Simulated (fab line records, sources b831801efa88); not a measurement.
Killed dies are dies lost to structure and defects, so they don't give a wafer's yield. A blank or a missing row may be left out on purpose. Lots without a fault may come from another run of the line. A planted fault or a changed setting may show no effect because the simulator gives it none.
Which tool did it? | flow gf180mcu | 6 lots, 18 wafers sampled, at 3 steps of a route of 602

WHAT THE GAUGES READ, wafer by wafer
GF_SALICIDE_RS_MEAS_04: measures by four-point-probe.
lot  | measured     | on            | SALICIDE_TIN_RS (ohm/sq)
L566 | day 16 05:37 | film_metro-02 | 16.6 16.4 16.2
L572 | day 18 02:08 | film_metro-04 | 16.1 16.5 16.1
L575 | day 19 05:23 | film_metro-03 | 16.8 16.2 16.1
L577 | day 20 02:24 | film_metro-04 | 11.6 11.6 11.4
L583 | day 22 04:19 | film_metro-02 | 16.5 17.1 17.2
L586 | day 22 19:22 | film_metro-04 | 17.0 16.9 16.7

WHICH TOOL RAN EACH LOT (tool, then ch and the chambers of the sampled wafers, then the start)
lot  | GF_SALICIDE_SPUTTER_02       | GF_SALICIDE_SPUTTER_03
L566 | pvd_sputter-03, day 16 05:33 | pvd_sputter-03, day 16 05:35
L572 | pvd_sputter-01, day 18 02:02 | pvd_sputter-01, day 18 02:04
L575 | pvd_sputter-04, day 19 05:19 | pvd_sputter-04, day 19 05:20
L577 | pvd_sputter-04, day 20 02:21 | pvd_sputter-04, day 20 02:23
L583 | pvd_sputter-03, day 22 04:16 | pvd_sputter-03, day 22 04:18
L586 | pvd_sputter-01, day 22 19:18 | pvd_sputter-01, day 22 19:20
- GF_SALICIDE_SPUTTER_02: material Co, target thk 10 nm, time 20 s.
- GF_SALICIDE_SPUTTER_03: material TiN, target thk 20 nm, time 16.7 s.

THE ANSWER, worked out from the rows above alone
Rule: what is usual is taken from the lots themselves. Put in order of their means at a reading, lots are off if they are a third of the lots or fewer, leave a main group of 4 or more, and stand apart from it by a gap of 3 or more times the standard deviation of the main group's means; of several such gaps the widest counts. A main group whose means are all the same, to the digits that the tables above print for the reading, isn't used. A lot without any number at a reading at which 4 lots or more have one is off too. The other lots that the step has rows for count as sound.
Off: L577, at GF_SALICIDE_RS_MEAS_04 (SALICIDE_TIN_RS). The main group: mean 16.6 ohm/sq, standard deviation 0.28.
A tool fits if, at a process step before that reading, it ran every lot that is off, and no sound lot after the first of them. The gauges at GF_SALICIDE_RS_MEAS_04 are tried like those tools. One fits: pvd_sputter-04 at GF_SALICIDE_SPUTTER_02 and GF_SALICIDE_SPUTTER_03. At GF_SALICIDE_SPUTTER_02 its last sound lot is L575 (day 19 05:19), its first lot that is off L577 (day 20 02:21): a fault that began between those two fits.

WHAT THE SIMULATOR HAD PUT IN
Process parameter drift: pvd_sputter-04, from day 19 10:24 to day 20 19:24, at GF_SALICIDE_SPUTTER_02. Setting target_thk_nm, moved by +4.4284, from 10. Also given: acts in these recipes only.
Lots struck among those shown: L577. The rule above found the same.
